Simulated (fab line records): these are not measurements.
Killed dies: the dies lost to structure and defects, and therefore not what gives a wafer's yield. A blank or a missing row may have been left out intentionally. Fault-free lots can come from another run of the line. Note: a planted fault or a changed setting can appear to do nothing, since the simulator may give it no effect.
fab line records :: flow sky130
record:
  lots: 12
  wafers: 36
  last_day: 50
route steps=708 shown METAL3@532 CAPM@539 VIA3@575 PAD_OPEN@708
lots with no fault: from the same line, run without faults
start_h: the number of hours between the record's first day and the start of the first shown wafer of the lot :: wait_h: hours elapsed since this lot's preceding step :: " repeats the value in the row above :: L1.1+2: several wafers, shown together as one row :: - value missing, or start not given :: * or withheld: withheld :: < > ~ a bound
route shown NAME@n: NAME is a module with steps in the file, n the number in the route of the first one :: usual: the fault-free wafers' mean and standard deviation :: same: alike in all rows :: chamber/n: place in a boat :: sites: readings site by site :: _std_site: standard deviation across them :: _edge_site: the outer-site mean with the inner-site mean subtracted :: radius_mm: for every site, how far away it sits from the centre of the wafer :: mask NAME#n: copy n :: behind: the tool/chamber that last shaped the wafer :: hold: cause of the lot's hold/its duration in hours/its outcome :: device: the n, p or np transistor that did not switch :: end of line: the same wafers' tests at the end of the route :: a step without rows: its recipe alone :: killed: count of dies lost to structure and defects at first sort (not the wafer's yield) :: map: a wafer's dies, x killed, . not, _ none there
set.NAME: the setting the step ran with; set.NAME@STEP: the setting that earlier step ran with :: model.NAME: the simulator's own value behind a step, which no gauge read
a sample of lots followed through the steps of the route, with each step as a table and each wafer as a row
services: a tool's chamber out of use, with start hour (start_h, from the record's first day; less than 0 if before it), hours out, and reason
== steps ==
step: SKY_METAL3_SPUTTER_00
recipe:
  material: Ti
  target_thk_nm: 15
  power_w: 3000
  time_s: 10
  chamber_pressure_pa: 0.4
usual:
  throttle_valve_pct: 30.0/0.86
lot.wafer: L422.2
tool: pvd_sputter-04
chamber: -
start_h: 881.70
wait_h: 0.1
throttle_valve_pct: 30.8

lot.wafer: L422.4
tool: pvd_sputter-04
chamber: -
start_h: 881.70
wait_h: 0.1
throttle_valve_pct: 29.8

lot.wafer: L422.5
tool: pvd_sputter-04
chamber: -
start_h: 881.70
wait_h: 0.1
throttle_valve_pct: 30.1

lot.wafer: L423.2
tool: pvd_sputter-02
chamber: -
start_h: 887.85
wait_h: 0.2
throttle_valve_pct: 29.9

lot.wafer: L423.3
tool: pvd_sputter-02
chamber: -
start_h: 887.85
wait_h: 0.2
throttle_valve_pct: 31.9

lot.wafer: L423.5
tool: pvd_sputter-02
chamber: -
start_h: 887.85
wait_h: 0.2
throttle_valve_pct: 30.4

lot.wafer: L424.2
tool: pvd_sputter-01
chamber: -
start_h: 888.49
wait_h: 0.2
throttle_valve_pct: 28.5

lot.wafer: L424.4
tool: pvd_sputter-01
chamber: -
start_h: 888.49
wait_h: 0.2
throttle_valve_pct: 29.7

lot.wafer: L424.5
tool: pvd_sputter-01
chamber: -
start_h: 888.49
wait_h: 0.2
throttle_valve_pct: 30.4

lot.wafer: L425.1
tool: pvd_sputter-04
chamber: -
start_h: 896.96
wait_h: 0.1
throttle_valve_pct: 29.9

lot.wafer: L425.2
tool: pvd_sputter-04
chamber: -
start_h: 896.96
wait_h: 0.1
throttle_valve_pct: 30.5

lot.wafer: L425.3
tool: pvd_sputter-04
chamber: -
start_h: 896.96
wait_h: 0.1
throttle_valve_pct: 30.1

lot.wafer: L428.2
tool: pvd_sputter-04
chamber: -
start_h: 916.77
wait_h: 0.1
throttle_valve_pct: 30.7

lot.wafer: L428.3
tool: pvd_sputter-04
chamber: -
start_h: 916.77
wait_h: 0.1
throttle_valve_pct: 30.1

lot.wafer: L428.6
tool: pvd_sputter-04
chamber: -
start_h: 916.77
wait_h: 0.1
throttle_valve_pct: 29.3

lot.wafer: L430.2
tool: pvd_sputter-04
chamber: -
start_h: 926.08
wait_h: 0.1
throttle_valve_pct: 29.3

lot.wafer: L430.3
tool: pvd_sputter-04
chamber: -
start_h: 926.08
wait_h: 0.1
throttle_valve_pct: 29.9

lot.wafer: L430.4
tool: pvd_sputter-04
chamber: -
start_h: 926.08
wait_h: 0.1
throttle_valve_pct: 30.0

lot.wafer: L431.1
tool: pvd_sputter-04
chamber: -
start_h: 937.08
wait_h: 0.1
throttle_valve_pct: 30.1

lot.wafer: L431.2
tool: pvd_sputter-04
chamber: -
start_h: 937.08
wait_h: 0.1
throttle_valve_pct: 30.6

lot.wafer: L431.5
tool: pvd_sputter-04
chamber: -
start_h: 937.08
wait_h: 0.1
throttle_valve_pct: 29.5

lot.wafer: L435.2
tool: pvd_sputter-01
chamber: -
start_h: 961.43
wait_h: 0.1
throttle_valve_pct: 28.8

lot.wafer: L435.3
tool: pvd_sputter-01
chamber: -
start_h: 961.43
wait_h: 0.1
throttle_valve_pct: 29.6

lot.wafer: L435.6
tool: pvd_sputter-01
chamber: -
start_h: 961.43
wait_h: 0.1
throttle_valve_pct: 28.8

lot.wafer: L436.1
tool: pvd_sputter-01
chamber: -
start_h: 962.66
wait_h: 0.2
throttle_valve_pct: 29.2

lot.wafer: L436.4
tool: pvd_sputter-01
chamber: -
start_h: 962.66
wait_h: 0.2
throttle_valve_pct: 30.9

lot.wafer: L436.5
tool: pvd_sputter-01
chamber: -
start_h: 962.66
wait_h: 0.2
throttle_valve_pct: 30.7

lot.wafer: L437.1
tool: pvd_sputter-02
chamber: -
start_h: 967.89
wait_h: 0.1
throttle_valve_pct: 30.0

lot.wafer: L437.2
tool: pvd_sputter-02
chamber: -
start_h: 967.89
wait_h: 0.1
throttle_valve_pct: 30.2

lot.wafer: L437.6
tool: pvd_sputter-02
chamber: -
start_h: 967.89
wait_h: 0.1
throttle_valve_pct: 30.2

lot.wafer: L438.2
tool: pvd_sputter-04
chamber: -
start_h: 973.19
wait_h: 0.2
throttle_valve_pct: 30.7

lot.wafer: L438.3
tool: pvd_sputter-04
chamber: -
start_h: 973.19
wait_h: 0.2
throttle_valve_pct: 30.0

lot.wafer: L438.5
tool: pvd_sputter-04
chamber: -
start_h: 973.19
wait_h: 0.2
throttle_valve_pct: 29.7

lot.wafer: L444.2
tool: pvd_sputter-01
chamber: -
start_h: 1011.88
wait_h: 0.2
throttle_valve_pct: 30.9

lot.wafer: L444.5
tool: pvd_sputter-01
chamber: -
start_h: 1011.88
wait_h: 0.2
throttle_valve_pct: 31.1

lot.wafer: L444.6
tool: pvd_sputter-01
chamber: -
start_h: 1011.88
wait_h: 0.2
throttle_valve_pct: 29.1
step: SKY_CAPM_SPUTTER_02
recipe:
  material: TiN
  target_thk_nm: 200
  temp_c: 300
  power_w: 6500
  time_s: 174
  chamber_pressure_pa: 0.4
usual:
  throttle_valve_pct: 30.4/1.1
lot.wafer: L422.2
tool: pvd_sputter-02
chamber: -
start_h: 881.93
wait_h: 0.0
throttle_valve_pct: 30.3

lot.wafer: L422.4
tool: pvd_sputter-02
chamber: -
start_h: 881.93
wait_h: 0.0
throttle_valve_pct: 28.3

lot.wafer: L422.5
tool: pvd_sputter-02
chamber: -
start_h: 881.93
wait_h: 0.0
throttle_valve_pct: 31.8

lot.wafer: L423.2
tool: pvd_sputter-03
chamber: -
start_h: 888.17
wait_h: 0.0
throttle_valve_pct: 30.1

lot.wafer: L423.3
tool: pvd_sputter-03
chamber: -
start_h: 888.17
wait_h: 0.0
throttle_valve_pct: 29.8

lot.wafer: L423.5
tool: pvd_sputter-03
chamber: -
start_h: 888.17
wait_h: 0.0
throttle_valve_pct: 30.6

lot.wafer: L424.2
tool: pvd_sputter-03
chamber: -
start_h: 888.73
wait_h: 0.0
throttle_valve_pct: 30.6

lot.wafer: L424.4
tool: pvd_sputter-03
chamber: -
start_h: 888.73
wait_h: 0.0
throttle_valve_pct: 30.3

lot.wafer: L424.5
tool: pvd_sputter-03
chamber: -
start_h: 888.73
wait_h: 0.0
throttle_valve_pct: 30.0

lot.wafer: L425.1
tool: pvd_sputter-01
chamber: -
start_h: 897.19
wait_h: 0.1
throttle_valve_pct: 28.8

lot.wafer: L425.2
tool: pvd_sputter-01
chamber: -
start_h: 897.19
wait_h: 0.1
throttle_valve_pct: 30.8

lot.wafer: L425.3
tool: pvd_sputter-01
chamber: -
start_h: 897.19
wait_h: 0.1
throttle_valve_pct: 29.3

lot.wafer: L428.2
tool: pvd_sputter-02
chamber: -
start_h: 917.02
wait_h: 0.0
throttle_valve_pct: 31.6

lot.wafer: L428.3
tool: pvd_sputter-02
chamber: -
start_h: 917.02
wait_h: 0.0
throttle_valve_pct: 30.1

lot.wafer: L428.6
tool: pvd_sputter-02
chamber: -
start_h: 917.02
wait_h: 0.0
throttle_valve_pct: 29.8

lot.wafer: L430.2
tool: pvd_sputter-03
chamber: -
start_h: 926.32
wait_h: 0.0
throttle_valve_pct: 30.0

lot.wafer: L430.3
tool: pvd_sputter-03
chamber: -
start_h: 926.32
wait_h: 0.0
throttle_valve_pct: 29.6

lot.wafer: L430.4
tool: pvd_sputter-03
chamber: -
start_h: 926.32
wait_h: 0.0
throttle_valve_pct: 30.5

lot.wafer: L431.1
tool: pvd_sputter-02
chamber: -
start_h: 937.32
wait_h: 0.1
throttle_valve_pct: 28.6

lot.wafer: L431.2
tool: pvd_sputter-02
chamber: -
start_h: 937.32
wait_h: 0.1
throttle_valve_pct: 30.1

lot.wafer: L431.5
tool: pvd_sputter-02
chamber: -
start_h: 937.32
wait_h: 0.1
throttle_valve_pct: 30.0

lot.wafer: L435.2
tool: pvd_sputter-02
chamber: -
start_h: 961.67
wait_h: 0.0
throttle_valve_pct: 28.8

lot.wafer: L435.3
tool: pvd_sputter-02
chamber: -
start_h: 961.67
wait_h: 0.0
throttle_valve_pct: 30.2

lot.wafer: L435.6
tool: pvd_sputter-02
chamber: -
start_h: 961.67
wait_h: 0.0
throttle_valve_pct: 31.9

lot.wafer: L436.1
tool: pvd_sputter-03
chamber: -
start_h: 962.90
wait_h: 0.1
throttle_valve_pct: 29.8

lot.wafer: L436.4
tool: pvd_sputter-03
chamber: -
start_h: 962.90
wait_h: 0.1
throttle_valve_pct: 32.3

lot.wafer: L436.5
tool: pvd_sputter-03
chamber: -
start_h: 962.90
wait_h: 0.1
throttle_valve_pct: 30.0

lot.wafer: L437.1
tool: pvd_sputter-03
chamber: -
start_h: 968.13
wait_h: 0.1
throttle_valve_pct: 30.1

lot.wafer: L437.2
tool: pvd_sputter-03
chamber: -
start_h: 968.13
wait_h: 0.1
throttle_valve_pct: 29.8

lot.wafer: L437.6
tool: pvd_sputter-03
chamber: -
start_h: 968.13
wait_h: 0.1
throttle_valve_pct: 30.0

lot.wafer: L438.2
tool: pvd_sputter-02
chamber: -
start_h: 973.43
wait_h: 0.0
throttle_valve_pct: 31.5

lot.wafer: L438.3
tool: pvd_sputter-02
chamber: -
start_h: 973.43
wait_h: 0.0
throttle_valve_pct: 29.9

lot.wafer: L438.5
tool: pvd_sputter-02
chamber: -
start_h: 973.43
wait_h: 0.0
throttle_valve_pct: 28.4

lot.wafer: L444.2
tool: pvd_sputter-03
chamber: -
start_h: 1012.11
wait_h: 0.0
throttle_valve_pct: 29.5

lot.wafer: L444.5
tool: pvd_sputter-03
chamber: -
start_h: 1012.11
wait_h: 0.0
throttle_valve_pct: 29.9

lot.wafer: L444.6
tool: pvd_sputter-03
chamber: -
start_h: 1012.11
wait_h: 0.0
throttle_valve_pct: 32.3
step: SKY_VIA3_CMP_02
recipe:
  material: SiO2
  down_force_psi: 4
  platen_rpm: 60
  pad_velocity_m_s: 0.94248
usual:
  motor_current_A: 12.1/0.9
lot.wafer: L422.2
tool: cmp-02
chamber: 2
start_h: 934.06
wait_h: 0.0
motor_current_A: 11.7

lot.wafer: L422.4
tool: cmp-02
chamber: 0
start_h: 934.06
wait_h: 0.0
motor_current_A: 11.9

lot.wafer: L422.5
tool: cmp-02
chamber: 3
start_h: 934.06
wait_h: 0.0
motor_current_A: 10.2

lot.wafer: L423.3
tool: cmp-01
chamber: 1
start_h: 939.72
wait_h: 0.0
motor_current_A: 12.8

lot.wafer: L423.2
tool: cmp-01
chamber: 3
start_h: 939.72
wait_h: 0.0
motor_current_A: 12.6

lot.wafer: L423.5
tool: cmp-01
chamber: 2
start_h: 939.72
wait_h: 0.0
motor_current_A: 12.3

lot.wafer: L424.4
tool: cmp-01
chamber: 3
start_h: 940.20
wait_h: 0.0
motor_current_A: 12.3

lot.wafer: L424.2
tool: cmp-01
chamber: 2
start_h: 940.20
wait_h: 0.0
motor_current_A: 11.8

lot.wafer: L424.5
tool: cmp-01
chamber: 0
start_h: 940.20
wait_h: 0.0
motor_current_A: 13.2

lot.wafer: L425.3
tool: cmp-02
chamber: 1
start_h: 948.07
wait_h: 0.0
motor_current_A: 13.0

lot.wafer: L425.1
tool: cmp-02
chamber: 3
start_h: 948.07
wait_h: 0.0
motor_current_A: 10.2

lot.wafer: L425.2
tool: cmp-02
chamber: 0
start_h: 948.07
wait_h: 0.0
motor_current_A: 11.5

lot.wafer: L428.2
tool: cmp-02
chamber: 0
start_h: 969.92
wait_h: 0.0
motor_current_A: 11.3

lot.wafer: L428.3
tool: cmp-02
chamber: 3
start_h: 969.92
wait_h: 0.0
motor_current_A: 10.2

lot.wafer: L428.6
tool: cmp-02
chamber: 1
start_h: 969.92
wait_h: 0.0
motor_current_A: 13.3

lot.wafer: L430.2
tool: cmp-01
chamber: 0
start_h: 977.46
wait_h: 0.0
motor_current_A: 12.4

lot.wafer: L430.3
tool: cmp-01
chamber: 2
start_h: 977.46
wait_h: 0.0
motor_current_A: 11.8

lot.wafer: L430.4
tool: cmp-01
chamber: 3
start_h: 977.46
wait_h: 0.0
motor_current_A: 12.6

lot.wafer: L431.2
tool: cmp-02
chamber: 0
start_h: 987.87
wait_h: 0.1
motor_current_A: 11.1

lot.wafer: L431.1
tool: cmp-02
chamber: 2
start_h: 987.87
wait_h: 0.1
motor_current_A: 12.1

lot.wafer: L431.5
tool: cmp-02
chamber: 3
start_h: 987.87
wait_h: 0.1
motor_current_A: 10.8

lot.wafer: L435.2
tool: cmp-01
chamber: 1
start_h: 1009.97
wait_h: 0.0
motor_current_A: 12.5

lot.wafer: L435.3
tool: cmp-01
chamber: 2
start_h: 1009.97
wait_h: 0.0
motor_current_A: 12.1

lot.wafer: L435.6
tool: cmp-01
chamber: 1
start_h: 1009.97
wait_h: 0.0
motor_current_A: 12.1

lot.wafer: L436.4
tool: cmp-01
chamber: 0
start_h: 1012.30
wait_h: 0.1
motor_current_A: 12.4

lot.wafer: L436.1
tool: cmp-01
chamber: 2
start_h: 1012.30
wait_h: 0.1
motor_current_A: 11.8

lot.wafer: L436.5
tool: cmp-01
chamber: 0
start_h: 1012.30
wait_h: 0.1
motor_current_A: 12.3

lot.wafer: L437.2
tool: cmp-02
chamber: 1
start_h: 1017.56
wait_h: 0.1
motor_current_A: 13.9

lot.wafer: L437.1
tool: cmp-02
chamber: 3
start_h: 1017.56
wait_h: 0.1
motor_current_A: 10.6

lot.wafer: L437.6
tool: cmp-02
chamber: 1
start_h: 1017.56
wait_h: 0.1
motor_current_A: 13.5

lot.wafer: L438.3
tool: cmp-01
chamber: 2
start_h: 1022.34
wait_h: 0.0
motor_current_A: 11.6

lot.wafer: L438.2
tool: cmp-01
chamber: 0
start_h: 1022.34
wait_h: 0.0
motor_current_A: 12.3

lot.wafer: L438.5
tool: cmp-01
chamber: 2
start_h: 1022.34
wait_h: 0.0
motor_current_A: 11.7

lot.wafer: L444.2
tool: cmp-01
chamber: 0
start_h: 1060.11
wait_h: 0.2
motor_current_A: 12.0

lot.wafer: L444.6
tool: cmp-01
chamber: 1
start_h: 1060.11
wait_h: 0.2
motor_current_A: 12.1

lot.wafer: L444.5
tool: cmp-01
chamber: 2
start_h: 1060.11
wait_h: 0.2
motor_current_A: 12.9
step: SKY_VIA3_EXPOSE_09
recipe:
  mask_id: VIM3
  na: 0.8
  source_shape: annular
  sigma_inner: 0.55
  sigma_outer: 0.85
  target_cd_nm: 200
  dose_mj: 38
usual:
  exposure_dose_mJ_cm2: 37.98/0.039
  reticle_temp_C: 23.01/0.11
same:
  na: 0.8
lot.wafer: L422.2
tool: krf_scanner-01
chamber: 0
start_h: 945.92
wait_h: -
mask: VIM3#0
exposure_dose_mJ_cm2: 38.02
reticle_temp_C: 22.86

lot.wafer: L422.4
tool: krf_scanner-01
chamber: 0
start_h: 945.92
wait_h: -
mask: VIM3#0
exposure_dose_mJ_cm2: 38.02
reticle_temp_C: 23.17

lot.wafer: L422.5
tool: krf_scanner-01
chamber: 0
start_h: 945.92
wait_h: -
mask: VIM3#0
exposure_dose_mJ_cm2: 37.93
reticle_temp_C: 23.01

lot.wafer: L423.2
tool: krf_scanner-01
chamber: 0
start_h: 951.76
wait_h: -
mask: VIM3#0
exposure_dose_mJ_cm2: 37.98
reticle_temp_C: 23.21

lot.wafer: L423.3
tool: krf_scanner-01
chamber: 0
start_h: 951.76
wait_h: -
mask: VIM3#0
exposure_dose_mJ_cm2: 37.94
reticle_temp_C: 22.96

lot.wafer: L423.5
tool: krf_scanner-01
chamber: 0
start_h: 951.76
wait_h: -
mask: VIM3#0
exposure_dose_mJ_cm2: 37.99
reticle_temp_C: 23.02

lot.wafer: L424.2
tool: krf_scanner-01
chamber: 0
start_h: 952.62
wait_h: -
mask: VIM3#0
exposure_dose_mJ_cm2: 37.87
reticle_temp_C: 23.04

lot.wafer: L424.4
tool: krf_scanner-01
chamber: 0
start_h: 952.62
wait_h: -
mask: VIM3#0
exposure_dose_mJ_cm2: 37.93
reticle_temp_C: 22.93

lot.wafer: L424.5
tool: krf_scanner-01
chamber: 0
start_h: 952.62
wait_h: -
mask: VIM3#0
exposure_dose_mJ_cm2: 37.99
reticle_temp_C: 23.14

lot.wafer: L425.1
tool: krf_scanner-02
chamber: 0
start_h: 961.93
wait_h: -
mask: VIM3#0
exposure_dose_mJ_cm2: 38.02
reticle_temp_C: 23.07

lot.wafer: L425.2
tool: krf_scanner-02
chamber: 0
start_h: 961.93
wait_h: -
mask: VIM3#0
exposure_dose_mJ_cm2: 37.92
reticle_temp_C: 23.14

lot.wafer: L425.3
tool: krf_scanner-02
chamber: 0
start_h: 961.93
wait_h: -
mask: VIM3#0
exposure_dose_mJ_cm2: 38.02
reticle_temp_C: 23.02

lot.wafer: L428.2
tool: krf_scanner-02
chamber: 0
start_h: 983.07
wait_h: -
mask: VIM3#0
exposure_dose_mJ_cm2: 38.01
reticle_temp_C: 22.86

lot.wafer: L428.3
tool: krf_scanner-02
chamber: 0
start_h: 983.07
wait_h: -
mask: VIM3#0
exposure_dose_mJ_cm2: 38.02
reticle_temp_C: 22.96

lot.wafer: L428.6
tool: krf_scanner-02
chamber: 0
start_h: 983.07
wait_h: -
mask: VIM3#0
exposure_dose_mJ_cm2: 37.95
reticle_temp_C: 23.10

lot.wafer: L430.2
tool: krf_scanner-01
chamber: 0
start_h: 990.44
wait_h: -
mask: VIM3#0
exposure_dose_mJ_cm2: 37.94
reticle_temp_C: 22.82

lot.wafer: L430.3
tool: krf_scanner-01
chamber: 0
start_h: 990.44
wait_h: -
mask: VIM3#0
exposure_dose_mJ_cm2: 38.01
reticle_temp_C: 22.76

lot.wafer: L430.4
tool: krf_scanner-01
chamber: 0
start_h: 990.44
wait_h: -
mask: VIM3#0
exposure_dose_mJ_cm2: 37.98
reticle_temp_C: 22.87

lot.wafer: L431.1
tool: krf_scanner-01
chamber: 0
start_h: 999.19
wait_h: -
mask: VIM3#0
exposure_dose_mJ_cm2: 38.00
reticle_temp_C: 22.88

lot.wafer: L431.2
tool: krf_scanner-01
chamber: 0
start_h: 999.19
wait_h: -
mask: VIM3#0
exposure_dose_mJ_cm2: 37.92
reticle_temp_C: 23.09

lot.wafer: L431.5
tool: krf_scanner-01
chamber: 0
start_h: 999.19
wait_h: -
mask: VIM3#0
exposure_dose_mJ_cm2: 37.98
reticle_temp_C: 22.94

lot.wafer: L435.2
tool: krf_scanner-01
chamber: 0
start_h: 1021.19
wait_h: -
mask: VIM3#0
exposure_dose_mJ_cm2: 37.41
reticle_temp_C: 22.97

lot.wafer: L435.3
tool: krf_scanner-01
chamber: 0
start_h: 1021.19
wait_h: -
mask: VIM3#0
exposure_dose_mJ_cm2: 37.38
reticle_temp_C: 22.93

lot.wafer: L435.6
tool: krf_scanner-01
chamber: 0
start_h: 1021.19
wait_h: -
mask: VIM3#0
exposure_dose_mJ_cm2: 37.38
reticle_temp_C: 22.99

lot.wafer: L436.1
tool: krf_scanner-02
chamber: 0
start_h: 1023.43
wait_h: -
mask: VIM3#0
exposure_dose_mJ_cm2: 37.93
reticle_temp_C: 23.16

lot.wafer: L436.4
tool: krf_scanner-02
chamber: 0
start_h: 1023.43
wait_h: -
mask: VIM3#0
exposure_dose_mJ_cm2: 38.00
reticle_temp_C: 23.00

lot.wafer: L436.5
tool: krf_scanner-02
chamber: 0
start_h: 1023.43
wait_h: -
mask: VIM3#0
exposure_dose_mJ_cm2: 37.97
reticle_temp_C: 22.97

lot.wafer: L437.1
tool: krf_scanner-02
chamber: 0
start_h: 1029.85
wait_h: -
mask: VIM3#0
exposure_dose_mJ_cm2: 38.04
reticle_temp_C: 23.05

lot.wafer: L437.2
tool: krf_scanner-02
chamber: 0
start_h: 1029.85
wait_h: -
mask: VIM3#0
exposure_dose_mJ_cm2: 38.01
reticle_temp_C: 23.06

lot.wafer: L437.6
tool: krf_scanner-02
chamber: 0
start_h: 1029.85
wait_h: -
mask: VIM3#0
exposure_dose_mJ_cm2: 37.99
reticle_temp_C: 22.99

lot.wafer: L438.2
tool: krf_scanner-01
chamber: 0
start_h: 1035.99
wait_h: -
mask: VIM3#0
exposure_dose_mJ_cm2: 37.45
reticle_temp_C: 22.96

lot.wafer: L438.3
tool: krf_scanner-01
chamber: 0
start_h: 1035.99
wait_h: -
mask: VIM3#0
exposure_dose_mJ_cm2: 37.46
reticle_temp_C: 22.99

lot.wafer: L438.5
tool: krf_scanner-01
chamber: 0
start_h: 1035.99
wait_h: -
mask: VIM3#0
exposure_dose_mJ_cm2: 37.42
reticle_temp_C: 22.90

lot.wafer: L444.2
tool: krf_scanner-02
chamber: 0
start_h: 1070.32
wait_h: -
mask: VIM3#0
exposure_dose_mJ_cm2: 38.01
reticle_temp_C: 22.94

lot.wafer: L444.5
tool: krf_scanner-02
chamber: 0
start_h: 1070.32
wait_h: -
mask: VIM3#0
exposure_dose_mJ_cm2: 37.93
reticle_temp_C: 22.98

lot.wafer: L444.6
tool: krf_scanner-02
chamber: 0
start_h: 1070.32
wait_h: -
mask: VIM3#0
exposure_dose_mJ_cm2: 37.96
reticle_temp_C: 22.99
step: SKY_PAD_OPEN_PROBE_99
usual:
  defect_limited_yield: 82.1/1.9
  killed_at_M0_to_M3: 44/6.6
  killed_at_M4_up: 3.0/1.9
  killed_at_contacts: 24/5.1
  killed_at_front_end: 16/4.6
  killed_at_other: 0.3/0.59
  killed_dies: 88/9.5
  killed_open: 48/6.7
  killed_short: 40/6.1
  sort_bin_3_pad_short: 0.9/0.43
  sort_bin_5_function: 10.7/1.6
  sort_bin_6_memory: 6.3/1.1
  sort_n_pass: 404/9.5
  sort_yield_pct: 82.1/1.9
same:
  gross_dies: 492
  killed_at_back_side: 0
  sort_bin_4_leakage[%]: 0
  sort_bin_8_speed[%]: 0
lot.wafer: L436.1
tool: prober-02
chamber: -
start_h: 1167.76
wait_h: 0.1
defect_limited_yield[%]: 85.0
killed_at_M0_to_M3: 37
killed_at_M4_up: 4
killed_at_contacts: 16
killed_at_front_end: 17
killed_at_other: 0
killed_dies: 74
killed_open: 38
killed_short: 36
sort_bin_3_pad_short[%]: 0.6
sort_bin_5_function[%]: 7.9
sort_bin_6_memory[%]: 6.5
sort_n_pass: 418
sort_yield_pct[%]: 85.0

lot.wafer: L436.4
tool: prober-02
chamber: -
start_h: 1167.91
wait_h: 0.2
defect_limited_yield[%]: 81.1
killed_at_M0_to_M3: 54
killed_at_M4_up: 6
killed_at_contacts: 15
killed_at_front_end: 18
killed_at_other: 0
killed_dies: 93
killed_open: 51
killed_short: 41
sort_bin_3_pad_short[%]: 1.0
sort_bin_5_function[%]: 12.0
sort_bin_6_memory[%]: 5.9
sort_n_pass: 399
sort_yield_pct[%]: 81.1

lot.wafer: L436.5
tool: prober-02
chamber: -
start_h: 1167.96
wait_h: 0.2
defect_limited_yield[%]: 83.1
killed_at_M0_to_M3: 41
killed_at_M4_up: 3
killed_at_contacts: 23
killed_at_front_end: 15
killed_at_other: 1
killed_dies: 83
killed_open: 40
killed_short: 43
sort_bin_3_pad_short[%]: 1.8
sort_bin_5_function[%]: 8.5
sort_bin_6_memory[%]: 6.5
sort_n_pass: 409
sort_yield_pct[%]: 83.1
killed by level:class
L436.1 VIA2:geometric_particle:open=7 CONTACT:geometric_particle:open=6 VIA1:geometric_particle:open=6 CONTACT:geometric_particle:short=5 POLY_GATE:geometric_particle:short=4 POLY_GATE:geometric_particle:open=4 VIA2:geometric_particle:short=4 FIELD_ISO:geometric_particle:short=3
L436.4 VIA1:geometric_particle:open=13 CONTACT:geometric_particle:open=7 METAL1:geometric_particle:short=7 METAL2:geometric_particle:short=7 VIA2:geometric_particle:open=7 VIA3:geometric_particle:open=6 FIELD_ISO:geometric_particle:open=5 POLY_GATE:geometric_particle:open=5
L436.5 CONTACT:geometric_particle:open=9 VIA1:geometric_particle:open=9 VIA2:geometric_particle:open=7 POLY_GATE:geometric_particle:short=6 CONTACT:geometric_particle:short=6 VIA1:geometric_particle:short=6 POLY_GATE:geometric_particle:open=5 METAL2:geometric_particle:short=5
== services ==
tool: pvd_sputter-02
chamber: -
start_h: 890.29
hours: 4.2
kind: repair

tool: krf_scanner-02
chamber: -
start_h: 893.19
hours: 0.8
kind: pm

tool: pvd_sputter-01
chamber: -
start_h: 893.72
hours: 3.4
kind: repair

tool: krf_scanner-01
chamber: -
start_h: 897.18
hours: 4.4
kind: pm

tool: krf_scanner-02
chamber: -
start_h: 904.74
hours: 1.3
kind: pm

tool: cmp-01
chamber: -
start_h: 912.36
hours: 4.0
kind: pm

tool: krf_scanner-01
chamber: -
start_h: 915.72
hours: 1.3
kind: pm

tool: cmp-02
chamber: -
start_h: 946.30
hours: 0.3
kind: repair

tool: cmp-02
chamber: -
start_h: 947.02
hours: 0.9
kind: repair

tool: krf_scanner-01
chamber: -
start_h: 947.60
hours: 0.8
kind: pm

tool: krf_scanner-01
chamber: -
start_h: 949.44
hours: 1.0
kind: pm

tool: pvd_sputter-01
chamber: -
start_h: 954.67
hours: 3.9
kind: repair

tool: pvd_sputter-04
chamber: -
start_h: 956.47
hours: 14.5
kind: repair

tool: pvd_sputter-03
chamber: -
start_h: 958.29
hours: 1.7
kind: repair

tool: krf_scanner-02
chamber: -
start_h: 974.17
hours: 1.0
kind: pm

tool: cmp-02
chamber: -
start_h: 979.99
hours: 2.6
kind: repair

tool: cmp-01
chamber: -
start_h: 993.00
hours: 3.7
kind: pm

tool: cmp-02
chamber: -
start_h: 996.71
hours: 9.6
kind: pm

tool: pvd_sputter-04
chamber: -
start_h: 998.50
hours: 20.5
kind: repair

tool: pvd_sputter-01
chamber: -
start_h: 1003.75
hours: 2.3
kind: repair

tool: pvd_sputter-02
chamber: -
start_h: 1006.70
hours: 2.7
kind: repair

tool: cmp-02
chamber: -
start_h: 1011.79
hours: 2.3
kind: repair

tool: cmp-01
chamber: -
start_h: 1015.77
hours: 4.3
kind: repair

tool: krf_scanner-01
chamber: -
start_h: 1043.43
hours: 1.2
kind: repair
== key ==
first_sign:
  step: SKY_VIA3_EXPOSE_09
  reading: exposure_dose_mJ_cm2
  direction: down
  sigmas: 14
  usual: *
  struck: *
effect none on later readings
met_at SKY_VIA3_EXPOSE_09
struck_lots L435,L438
loop_trim:
  step: SKY_VIA3_EXPOSE_09
  setting: dose
  lots: L438
not_acting_at SKY_METAL3_SPUTTER_00,SKY_CAPM_SPUTTER_02,SKY_VIA3_CMP_02
onset_between 999.19 1021.19
fault:
  kind: process_parameter_drift
  tool: krf_scanner-01
  chamber: -
  onset_h: 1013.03
  steps: SKY_VIA3_EXPOSE_09
  channel: dose_mj
  offset: -0.6137
  shape: step
  acts_in: these_recipes_only
  stated: 38
loop_trim: a control loop set the setting to another value than it would have without faults
